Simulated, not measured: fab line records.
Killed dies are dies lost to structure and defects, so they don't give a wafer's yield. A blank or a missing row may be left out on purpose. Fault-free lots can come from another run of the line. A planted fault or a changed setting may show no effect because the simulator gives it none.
fab line records | flow sfqLine
[record] lots = 7 wafers = 21 lastDay = 91
route steps=325 shown L0@4 L0V@16 M0@28
lots that met no fault: from a run of the same line without faults
startH: start of the lot's first displayed wafer, in hours after the record's first day | waitH: hours from the lot's prior step to this one | " same as the row above | L1.1+2: several wafers, shown together as one row | - either no value or no given start | * or withheld: withheld | < > ~ a bound
route shown NAME@n: a module of which the file shows steps, and the number in the route of the first | usual: mean/standard deviation of fault-free wafers | same: alike in all rows | chamber/n: place in a boat | sites: the reading at each site | _std_site: standard deviation across them | _edge_site: outer sites' mean less inner sites' | radiusMm: how far each site lies from the wafer's centre | mask NAME#n: copy n | behind: the last tool/chamber to shape the wafer | hold: reason for holding the lot/hours on hold/outcome of the hold | device: transistor that didn't switch, given as n, p or np | end of line: tests of these same wafers at the route's end | step lacking rows: just its recipe | killed: dies lost to structure and defects at the first sort, not the wafer's yield | map: shows each die of a wafer: x if killed, . if not, _ if none is there
set.NAME: the run value of the setting; set.NAME@STEP: its run value at that earlier step | model.NAME: the simulator's own value behind a step, which no gauge read
lots at some steps of the route; a table a step, a row a wafer
services: the hour from which a tool's chamber was out of use, counted from the record's first day as startH (under 0 if before that day), plus the number of hours and why
[[steps]]
[step SFQ_L0_RS_MEAS_901]
[recipe] thkMeasGauge = four-point-probe reads = MoNx_KI_of_TRILAYER_L0_DEP_SPUTTER_003
[usual] L0_MONX_KI_RS = 43.2/0.48
// columns lot.wafer tool chamber startH waitH L0_MONX_KI_RS[ohm/sq]
L237.1 filmMetro-03 - 37.56 0.0 42.6
L237.2 " - " " 43.0
L237.5 " - " " 42.5
L238.1 filmMetro-04 - 42.56 0.0 44.3
L238.3 " - " " 43.8
L238.5 " - " " 44.0
L244.1 filmMetro-04 - 72.56 0.0 43.3
L244.2 " - " " 43.4
L244.4 " - " " 43.3
L251.1 filmMetro-02 - 107.56 0.0 43.3
L251.5 " - " " 43.4
L251.6 " - " " 43.3
L252.1 filmMetro-03 - 112.56 0.0 44.0
L252.3 " - " " 44.2
L252.5 " - " " 43.9
L253.1 filmMetro-02 - 117.56 0.0 42.8
L253.5 " - " " 42.8
L253.6 " - " " 42.8
L254.2 filmMetro-04 - 122.58 0.1 43.0
L254.3 " - " " 43.2
L254.4 " - " " 43.1
[step SFQ_L0_THK_MEAS_902]
[recipe] thkMeasGauge = xrf reads = MoNx_KI_of_TRILAYER_L0_DEP_SPUTTER_003
[usual] L0_MONX_KI_THK = 40.1/0.51
// columns lot.wafer tool chamber startH waitH L0_MONX_KI_THK[nm]
L237.1 filmMetro-03 - 37.68 0.1 40.6
L237.2 " - " " 40.2
L237.5 " - " " 40.9
L238.1 filmMetro-04 - 42.68 0.1 39.5
L238.3 " - " " 39.8
L238.5 " - " " 39.7
L244.1 filmMetro-04 - 72.68 0.1 40.0
L244.2 " - " " 40.0
L244.4 " - " " 40.3
L251.1 filmMetro-02 - 107.68 0.1 40.1
L251.5 " - " " 40.0
L251.6 " - " " 40.2
L252.1 filmMetro-03 - 112.68 0.1 39.1
L252.3 " - " " 39.2
L252.5 " - " " 39.2
L253.1 filmMetro-02 - 117.68 0.1 40.3
L253.5 " - " " 40.3
L253.6 " - " " 40.3
L254.2 filmMetro-04 - 122.69 0.1 40.5
L254.3 " - " " 40.3
L254.4 " - " " 40.6
[step SFQ_TRILAYER_L0_LITHO_COAT_010]
[recipe] resist = BARC spinRpm = 3000 resistThkNm = 62
[step SFQ_TRILAYER_L0_LITHO_COAT_005]
[recipe] resist = KrF spinRpm = 3000 resistThkNm = 600
[step SFQ_TRILAYER_L0_LITHO_SOFTBAKE_009]
[recipe] tempC = withheld timeS = withheld resist = KrF
[step SFQ_TRILAYER_L0_LITHO_EXPOSE_006]
[recipe] maskId = L0 na = 0.6 sourceShape = conventional sigmaOuter = 0.65 targetCdNm = 2000 doseMj = 14.4
[step SFQ_TRILAYER_L0_LITHO_PEB_008]
[recipe] pebTempC = 115 pebTimeS = 60 resist = KrF
[step SFQ_TRILAYER_L0_LITHO_DEVELOP_007]
[recipe] timeS = 60 resist = KrF
[step SFQ_TRILAYER_L0_BARC_OPEN_METAL_ETCH_010]
[recipe] maskMaterial = PR chemistry = O2 targetDepthNm = 125 target = BARC icpW = 600 biasW = 80 pressureMtorr = 10 timeS = 40.12
[usual] drypumpMotorCurrentA = 6.0/0.5 oesProductAu = 0.697/0.0051
// columns lot.wafer tool chamber startH waitH drypumpMotorCurrentA oesProductAu rfHoursCounterH
L237.1 rieMetal-02 1 120.44 0.1 5.1 0.699 182
L237.2 " 0 " " 6.3 0.695 48
L237.5 " 1 " " 5.1 0.697 -
L238.1 rieMetal-04 0 124.04 0.1 6.2 0.702 16
L238.3 " 1 " " 6.3 0.693 -
L238.5 " 0 " " 6.2 0.699 -
L244.1 rieMetal-01 1 155.29 0.1 6.6 0.693 9
L244.2 " 0 " " 5.5 0.688 123
L244.4 " 1 " " 6.6 0.706 -
L251.1 rieMetal-01 0 197.79 0.1 5.5 0.696 129
L251.5 " 0 " " 5.5 0.699 -
L251.6 " 1 " " 6.5 0.691 -
L252.1 rieMetal-04 0 208.59 0.1 6.2 0.710 27
L252.3 " 0 " " 6.2 0.697 -
L252.5 " 1 " " 6.2 0.695 -
L253.1 rieMetal-01 1 213.39 0.1 6.6 0.704 16
L253.5 " 1 " " 6.6 0.698 -
L253.6 " 0 " " 5.5 0.696 -
L254.2 rieMetal-02 0 224.33 0.1 6.3 0.700 -
L254.3 " 0 " " 6.3 0.698 -
L254.4 " 0 " " 6.3 0.694 -
[step SFQ_TRILAYER_L0_ETCH_METAL_ETCH_008]
[recipe] target = MoNx_KI stopOn = SiO2 maskMaterial = PR chemistry = SF6/O2 targetDepthNm = 50 icpW = 600 biasW = 80 pressureMtorr = 10 timeS = 25
[usual] drypumpMotorCurrentA = 6.0/0.5 oesProductAu = 0.876/0.007
// columns lot.wafer tool chamber startH waitH drypumpMotorCurrentA oesProductAu rfHoursCounterH
L237.1 rieMetal-02 1 120.50 0.0 5.0 0.884 182
L237.2 " 0 " " 6.3 0.879 48
L237.5 " 1 " " 5.0 0.882 -
L238.1 rieMetal-04 0 124.10 0.0 6.2 0.871 16
L238.3 " 1 " " 6.2 0.868 -
L238.5 " 0 " " 6.1 0.867 -
L244.1 rieMetal-01 1 155.35 0.0 6.6 0.876 9
L244.2 " 0 " " 5.5 0.876 123
L244.4 " 1 " " 6.6 0.874 -
L251.1 rieMetal-01 0 197.85 0.0 5.5 0.873 129
L251.5 " 0 " " 5.5 0.883 -
L251.6 " 1 " " 6.6 0.878 -
L252.1 rieMetal-04 0 208.65 0.0 6.1 0.864 27
L252.3 " 0 " " 6.2 0.871 -
L252.5 " 1 " " 6.3 0.873 -
L253.1 rieMetal-01 1 213.45 0.0 6.6 0.880 16
L253.5 " 1 " " 6.6 0.879 -
L253.6 " 0 " " 5.5 0.881 -
L254.2 rieMetal-02 0 224.45 0.1 6.3 0.876 -
L254.3 " 0 " " 6.3 0.872 -
L254.4 " 0 " " 6.3 0.876 -
[step SFQ_TRILAYER_L0_STRIP_STRIP_009]
[recipe] gas = O2 powerW = 200 platenTempC = 40 overashFraction = 0.65 chemistry = O2 pressureMtorr = 50
[usual] drypumpMotorCurrentA = 6.0/0.5 oesProductAu = 1.002/0.0097
// columns lot.wafer tool chamber startH waitH drypumpMotorCurrentA oesProductAu rfHoursCounterH
L237.1 rieMetal-02 1 120.55 0.0 5.1 0.997 182
L237.2 " 0 " " 6.3 0.991 48
L237.5 " 1 " " 5.1 1.000 -
L238.1 rieMetal-04 0 124.15 0.0 6.2 1.008 16
L238.3 " 1 " " 6.2 1.006 -
L238.5 " 0 " " 6.2 1.005 -
L244.1 rieMetal-01 1 155.39 0.0 6.6 0.996 9
L244.2 " 0 " " 5.5 0.987 123
L244.4 " 1 " " 6.6 0.979 -
L251.1 rieMetal-01 0 197.89 0.0 5.5 1.002 129
L251.5 " 0 " " 5.5 0.998 -
L251.6 " 1 " " 6.6 0.996 -
L252.1 rieMetal-04 0 208.69 0.0 6.2 1.005 27
L252.3 " 0 " " 6.2 1.021 -
L252.5 " 1 " " 6.2 1.022 -
L253.1 rieMetal-01 1 213.49 0.0 6.5 1.006 16
L253.5 " 1 " " 6.6 1.003 -
L253.6 " 0 " " 5.5 1.002 -
L254.2 rieMetal-02 0 224.72 0.3 6.3 0.994 -
L254.3 " 0 " " 6.3 0.995 -
L254.4 " 0 " " 6.3 0.990 -
[step SFQ_TRILAYER_L0_STRIP_SOLV_CLEAN_010]
[recipe] chemistry = NMP tempC = 70 timeS = 600
[step SFQ_TRILAYER_L0_CAP_PECVD_011]
[recipe] material = SiO2 tempC = 150 timeS = 13.333 pressureTorr = 2.4 rfW = 183.3 precursor = SiH4/N2O targetThkNm = 60
[usual] chamberPressureTorr = 2.400/0.0056 heaterPowerOuterW = 31/4.8 heaterPowerW = 84/8.4 throttleValvePct = 25.3/1.4
// columns lot.wafer tool chamber startH waitH chamberPressureTorr heaterPowerOuterW heaterPowerW throttleValvePct
L237.1 pecvd-01 1 121.34 0.0 2.402 31 88 24.9
L237.2 " 2 " " 2.397 35 90 25.3
L237.5 " 2 " " 2.407 34 90 25.0
L238.1 pecvd-04 0 124.92 0.0 2.403 26 66 28.3
L238.3 " 2 " " 2.390 25 88 24.5
L238.5 " 1 " " 2.409 38 84 24.6
L244.1 pecvd-04 1 156.18 0.0 2.399 31 76 24.3
L244.2 " 0 " " 2.400 27 67 28.3
L244.4 " 0 " " 2.403 28 67 28.5
L251.1 pecvd-04 2 198.67 0.0 2.398 24 88 24.4
L251.5 " 2 " " 2.399 24 85 24.6
L251.6 " 1 " " 2.405 33 78 24.2
L252.1 pecvd-01 1 209.64 0.0 - - - -
L252.3 " 2 " " - - - -
L252.5 " 2 " " - - - -
L253.1 pecvd-04 2 214.27 0.0 - - - -
L253.5 " 2 " " - - - -
L253.6 " 0 " " - - - -
L254.2 pecvd-04 2 225.90 0.0 - - - -
L254.3 " 0 " " - - - -
L254.4 " 1 " " - - - -
[step SFQ_TRILAYER_L0_VIA_LITHO_COAT_018]
[recipe] resist = BARC spinRpm = 3000 resistThkNm = 62
[step SFQ_TRILAYER_L0_VIA_LITHO_COAT_013]
[recipe] resist = KrF spinRpm = 3000 resistThkNm = 650
[step SFQ_TRILAYER_L0_VIA_LITHO_SOFTBAKE_017]
[recipe] tempC = withheld timeS = withheld resist = KrF
[step SFQ_TRILAYER_L0_VIA_LITHO_EXPOSE_014]
[recipe] maskId = L0V na = 0.6 sourceShape = conventional sigmaOuter = 0.65 targetCdNm = 700 doseMj = 21.3
[step SFQ_TRILAYER_L0_VIA_LITHO_PEB_016]
[recipe] pebTempC = 116 pebTimeS = 60 resist = KrF
[step SFQ_TRILAYER_L0_VIA_LITHO_DEVELOP_015]
[recipe] timeS = 60 resist = KrF
[step SFQ_L0V_OVL_MEAS_903]
[usual] L0V_OVL = -2/5.1
// columns lot.wafer tool chamber startH waitH L0V_OVL[nm]
L237.1 overlay-02 - 221.91 0.1 -1
L237.2 " - " " -5
L237.5 " - " " 4
L238.1 overlay-02 - 229.24 0.1 4
L238.3 " - " " 0
L238.5 " - " " 4
L244.1 overlay-02 - 258.04 0.1 -1
L244.2 " - " " 2
L244.4 " - " " 5
L251.1 overlay-02 - 314.69 0.1 -1
L251.5 " - " " -1
L251.6 " - " " -5
L252.1 overlay-02 - 330.29 0.1 -10
L252.3 " - " " -9
L252.5 " - " " -8
L253.1 overlay-02 - 335.90 0.1 -3
L253.5 " - " " -8
L253.6 " - " " 4
L254.2 overlay-02 - 346.70 0.1 -4
L254.3 " - " " 5
L254.4 " - " " 0
[step SFQ_TRILAYER_L0_VIA_BARC_OPEN_VIA_ETCH_021]
[recipe] maskMaterial = PR chemistry = O2 targetDepthNm = 125 target = BARC sourceW = 500 biasW = 80 pressureMtorr = 30 timeS = 41.7
[usual] drypumpMotorCurrentA = 5.8/0.51 oesProductAu = 0.685/0.0045
// columns lot.wafer tool chamber startH waitH drypumpMotorCurrentA oesProductAu rfHoursCounterH
L237.1 rieDiel-03 2 221.95 0.0 5.7 0.683 43
L237.2 " 3 " " 5.9 0.689 18
L237.5 " 3 " " 5.9 0.689 -
L238.1 rieDiel-04 0 229.27 0.0 5.7 0.677 7
L238.3 " 2 " " 6.5 0.689 1
L238.5 " 1 " " 4.7 0.671 -
L244.1 rieDiel-01 0 258.07 0.0 6.0 0.689 121
L244.2 " 3 " " 6.2 0.691 118
L244.4 " 1 " " 6.0 0.691 29
L251.1 rieDiel-03 2 314.72 0.0 5.6 0.682 44
L251.5 " 1 " " 4.9 0.679 -
L251.6 " 0 " " 5.7 0.682 -
L252.1 rieDiel-01 1 330.32 0.0 6.0 0.683 30
L252.3 " 3 " " 6.2 0.691 119
L252.5 " 0 " " 6.0 0.686 -
L253.1 rieDiel-03 0 335.93 0.0 5.7 0.687 9
L253.5 " 3 " " 5.9 0.689 -
L253.6 " 2 " " 5.7 0.680 -
L254.2 rieDiel-03 3 346.73 0.0 5.9 0.685 20
L254.3 " 2 " " 5.7 0.681 44
L254.4 " 3 " " 5.9 0.681 -
[step SFQ_TRILAYER_L0_VIA_ETCH_VIA_ETCH_016]
[recipe] target = SiO2 stopOn = MoNx_KI maskMaterial = PR chemistry = CHF3 targetDepthNm = 80 sourceW = 500 biasW = 80 pressureMtorr = 30 timeS = withheld
[usual] drypumpMotorCurrentA = 5.8/0.51 oesProductAu = 0.841/0.0081
// columns lot.wafer tool chamber startH waitH drypumpMotorCurrentA oesProductAu model.etch.depthNm
L237.1 rieDiel-03 2 221.99 0.0 5.7 0.839 59.58
L237.2 " 3 " " 5.9 0.834 58.63
L237.5 " 3 " " 5.8 0.842 59.4
L238.1 rieDiel-04 0 229.31 0.0 5.7 0.824 57.43
L238.3 " 2 " " 6.6 0.826 57.81
L238.5 " 1 " " 4.7 0.841 60.02
L244.1 rieDiel-01 0 258.11 0.0 6.0 0.847 59.91
L244.2 " 3 " " 6.2 0.830 58.81
L244.4 " 1 " " 6.0 0.846 60.23
L251.1 rieDiel-03 2 314.76 0.0 5.6 0.824 58.58
L251.5 " 1 " " 4.9 0.836 59.68
L251.6 " 0 " " 5.7 0.843 60.25
L252.1 rieDiel-01 1 330.36 0.0 6.0 0.367 0
L252.3 " 3 " " 6.2 0.368 0
L252.5 " 0 " " 5.9 0.374 0
L253.1 rieDiel-03 0 335.97 0.0 5.7 0.381 0
L253.5 " 3 " " 5.9 0.380 0
L253.6 " 2 " " 5.6 0.369 0
L254.2 rieDiel-03 3 346.77 0.0 5.9 0.374 0
L254.3 " 2 " " 5.7 0.368 0
L254.4 " 3 " " 5.8 0.380 0
[step SFQ_TRILAYER_L0_VIA_STRIP_STRIP_017]
[recipe] gas = O2 powerW = 200 platenTempC = 40 overashFraction = 0.65 chemistry = O2 pressureMtorr = 50
[step SFQ_TRILAYER_L0_VIA_STRIP_SOLV_CLEAN_018]
[recipe] chemistry = NMP tempC = 70 timeS = 600
[step SFQ_TRILAYER_M0_DEP_PRE_CLEAN_020]
[recipe] gas = Ar timeS = 15 biasV = 250
[step SFQ_TRILAYER_M0_DEP_SPUTTER_019]
[recipe] material = Nb basePressurePa = 1.33e-06 chamberPressurePa = 0.1333 substrateTempC = 20 resputterCathodeVoltageV = 400 targetThkNm = 200 powerW = 2000 timeS = 133.3
[usual] basePressurePa = 1.33e-06/8.1e-08 chamberPressurePa = 0.13329/0.00027 throttleValvePct = 30.5/1.1
// columns lot.wafer tool chamber startH waitH basePressurePa chamberPressurePa throttleValvePct
L237.1 pvdSputter-04 - 222.83 0.0 1.31e-06 0.13349 29.4
L237.2 " - " " 1.35e-06 0.13321 31.0
L237.5 " - " " 1.29e-06 0.13324 27.8
L238.1 pvdSputter-04 - 230.76 0.0 1.38e-06 0.13327 28.0
L238.3 " - " " 1.32e-06 0.13378 31.1
L238.5 " - " " 1.35e-06 0.1337 29.3
L244.1 pvdSputter-05 - 259.13 0.0 1.27e-06 0.13321 31.3
L244.2 " - " " 1.37e-06 0.13365 31.3
L244.4 " - " " 1.19e-06 0.13318 29.4
L251.1 pvdSputter-05 - 315.61 0.0 1.28e-06 0.13331 31.0
L251.5 " - " " 1.32e-06 0.13304 32.0
L251.6 " - " " 1.37e-06 0.13315 31.7
L252.1 pvdSputter-03 - 331.21 0.0 1.34e-06 0.13312 31.1
L252.3 " - " " 1.31e-06 0.13325 31.5
L252.5 " - " " 1.43e-06 0.13321 31.2
L253.1 pvdSputter-04 - 337.42 0.0 1.28e-06 0.13345 27.8
L253.5 " - " " 1.3e-06 0.13366 28.1
L253.6 " - " " 1.37e-06 0.13348 31.0
L254.2 pvdSputter-04 - 347.62 0.0 1.35e-06 0.13299 31.1
L254.3 " - " " 1.32e-06 0.13308 29.3
L254.4 " - " " 1.34e-06 0.1329 30.7
[step SFQ_M0_RS_MEAS_904]
[recipe] thkMeasGauge = four-point-probe reads = Nb_of_TRILAYER_M0_DEP_SPUTTER_019
[usual] M0_NB_RS = 0.891/0.0078
// columns lot.wafer tool chamber startH waitH M0_NB_RS[ohm/sq]
L237.1 filmMetro-03 - 222.93 0.0 0.878
L237.2 " - " " 0.882
L237.5 " - " " 0.889
L238.1 filmMetro-01 - 230.85 0.0 0.892
L238.3 " - " " 0.888
L238.5 " - " " 0.887
L244.1 filmMetro-03 - 259.23 0.0 0.889
L244.2 " - " " 0.891
L244.4 " - " " 0.892
L251.1 filmMetro-04 - 315.70 0.0 0.893
L251.5 " - " " 0.882
L251.6 " - " " 0.900
L252.1 filmMetro-01 - 331.30 0.0 0.892
L252.3 " - " " 0.894
L252.5 " - " " 0.891
L253.1 filmMetro-03 - 337.51 0.0 0.895
L253.5 " - " " 0.902
L253.6 " - " " 0.899
L254.2 filmMetro-04 - 347.73 0.1 0.896
L254.3 " - " " 0.897
L254.4 " - " " 0.895
[step SFQ_TRILAYER_M0_LITHO_COAT_026]
[recipe] resist = BARC spinRpm = 3000 resistThkNm = 62
[step SFQ_TRILAYER_M0_LITHO_COAT_021]
[recipe] resist = KrF spinRpm = 3000 resistThkNm = 600
[step SFQ_TRILAYER_M0_LITHO_SOFTBAKE_025]
[recipe] tempC = withheld timeS = withheld resist = KrF
[step SFQ_TRILAYER_M0_LITHO_EXPOSE_022]
[recipe] maskId = M0 na = 0.6 sourceShape = conventional sigmaOuter = 0.65 targetCdNm = 500 doseMj = 14.4
[usual] exposureDoseMJCm2 = 14.399/0.014 focusOffsetNm = 0.1/0.52 na = 0.6/0
// columns lot.wafer tool chamber startH waitH mask exposureDoseMJCm2 focusOffsetNm na
L237.1 krfScanner-02 0 334.79 - M0#0 14.387 0.3 0.6
L237.2 " 0 " " M0#0 14.406 -1.0 0.6
L237.5 " 0 " " M0#0 14.397 -0.4 0.6
L238.1 krfScanner-02 0 335.99 - M0#0 14.410 0.4 0.6
L238.3 " 0 " " M0#0 14.406 0.5 0.6
L238.5 " 0 " " M0#0 14.395 0.1 0.6
L244.1 krfScanner-01 0 381.20 - M0#0 14.398 1.6 0.6
L244.2 " 0 " " M0#0 14.404 0.2 0.6
L244.4 " 0 " " M0#0 14.394 1.4 0.6
L251.1 krfScanner-01 0 450.55 - M0#0 14.398 -1.0 0.6
L251.5 " 0 " " M0#0 14.400 -0.5 0.6
L251.6 " 0 " " M0#0 14.379 -0.8 0.6
L252.1 krfScanner-01 - 466.15 - M0#0 - - -
L252.3 " - " " M0#0 - - -
L252.5 " - " " M0#0 - - -
L253.1 krfScanner-01 - 473.35 - M0#0 - - -
L253.5 " - " " M0#0 - - -
L253.6 " - " " M0#0 - - -
L254.2 krfScanner-02 - 491.67 - M0#0 - - -
L254.3 " - " " M0#0 - - -
L254.4 " - " " M0#0 - - -
[step SFQ_TRILAYER_M0_LITHO_PEB_024]
[recipe] pebTempC = 115 pebTimeS = 60 resist = KrF
[[services]]
// columns tool chamber startH hours kind
rieMetal-02 - 109.59 1.4 pm
pecvd-04 - 113.31 2.8 pm
pecvd-04 - 169.54 1.3 repair
rieDiel-03 - 216.05 0.1 repair
rieMetal-02 1 248.22 7.3 repair
rieMetal-01 - 287.88 2.8 pm
rieDiel-03 3 328.63 7.2 repair
rieDiel-03 1 333.36 13.7 repair
rieMetal-01 1 334.87 6.0 repair
rieDiel-03 2 355.41 4.9 repair
rieMetal-04 1 356.45 7.3 repair
pecvd-04 - 363.69 6.0 pm
rieMetal-02 - 370.97 0.1 repair
rieMetal-04 0 372.34 1.0 repair
rieMetal-02 1 380.56 1.4 repair
rieDiel-03 3 392.61 15.4 repair
rieMetal-01 - 416.17 0.2 repair
rieDiel-03 - 430.01 0.2 repair
pecvd-04 2 434.92 2.0 repair
rieMetal-04 - 438.10 2.8 pm
rieDiel-03 3 440.10 2.7 repair
rieDiel-03 1 442.72 7.8 repair
pecvd-04 - 461.08 0.3 repair
rieMetal-02 - 474.70 2.8 pm
[[key]]
[firstSign] step = SFQ_TRILAYER_L0_CAP_PECVD_011 reading = toolRecord direction = missing
[effect] step = SFQ_TRILAYER_L0_VIA_ETCH_VIA_ETCH_016 reading = oesProductAu direction = down sigmas = 58 usual = 0.841 struck = 0.374
[effect] step = SFQ_TRILAYER_M0_LITHO_EXPOSE_022 reading = toolRecord direction = missing
[modelEffect] step = SFQ_TRILAYER_L0_VIA_ETCH_VIA_ETCH_016 value = etch.depthNm without = 59.61 struck = 0
metAt SFQ_TRILAYER_L0_CAP_PECVD_011
struckWafers L252.1,L252.3,L252.5,L253.1,L253.5,L253.6,L254.2,L254.3,L254.4
onsetBetween 198.67 209.64
[fault] kind = skippedStepWhole tool = pecvd-01,pecvd-04 chamber = - onsetH = 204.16 steps = SFQ_TRILAYER_L0_CAP_PECVD_011 scope = struckLotsOnly
